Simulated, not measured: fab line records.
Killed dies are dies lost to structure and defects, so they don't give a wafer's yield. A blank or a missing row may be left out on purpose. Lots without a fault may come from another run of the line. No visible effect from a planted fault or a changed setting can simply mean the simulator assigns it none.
A single fault, viewed from 2 desks ; flow sky130 ; numbers are kept per desk, each desk with only its own; the story behind them comes last

== TOOL OWNER'S DESK, rie-metal-01 ==
The tool's own readings at SKY_METAL4_ETCH_16 (etches BARC in N2/H2, stops on SiO2, time 88.2 s, target depth 60 nm): means of the sampled wafers that have a number, for each lot that ran on this tool. If a lot's mean is further than 4 standard deviations from the usual mean, the lot is out of limits and carries the mark OUT (the distance appears in the brackets).
Columns: A = drypump-motor-current-A at SKY_METAL4_ETCH_16, usual 6.0 A; B = he-backside-leak-sccm at SKY_METAL4_ETCH_16, usual 3.30 sccm; C = oes-product-au at SKY_METAL4_ETCH_16, usual 0.626 a.u.; D = throttle-valve-pct at SKY_METAL4_ETCH_16, usual 13.206 %
lot;first seen here;A;B;C;D
L278;day 43 08:44;6.1;3.31;0.626;13.209
L280;day 45 10:26;4.7;3.35;0.627;13.202
L281;day 45 13:44;5.4;3.38;0.622;13.213
L283;day 45 15:37;6.1;3.52;0.625;13.208
This desk's verdict: no lot among the 4 shows anything out of limits.

== METROLOGY DESK ==
Means of the sampled wafers that have a number, per lot and without regard to the tool the lot ran on: this is what the gauges read. If a lot's mean is further than 4 standard deviations from the usual mean, the lot is out of limits and carries the mark OUT (the distance appears in the brackets).
Columns: A = cd-nm at SKY_METAL4_CD_MEAS_13, usual 300.1 nm; B = METAL4_OVL at SKY_METAL4_OVL_MEAS_14, usual -1 nm
lot;first seen here;A;B
L278;day 43 08:34;301.3;-6
L280;day 45 10:16;299.7;-5
L281;day 45 13:33;300.5;-1
L285;day 45 13:52;298.3;0
L283;day 45 15:26;298.6;-2
L289;day 45 17:37;300.2;8
L293;day 46 17:20;299.4;-4
This desk's verdict: no lot among the 7 shows anything out of limits.

== TAKEN TOGETHER ==
Nothing out of limits was seen by the tool owner's desk.
From the metrology desk's view, nothing was out of limits.

== WHAT WAS PUT IN BY THE SIMULATOR ==
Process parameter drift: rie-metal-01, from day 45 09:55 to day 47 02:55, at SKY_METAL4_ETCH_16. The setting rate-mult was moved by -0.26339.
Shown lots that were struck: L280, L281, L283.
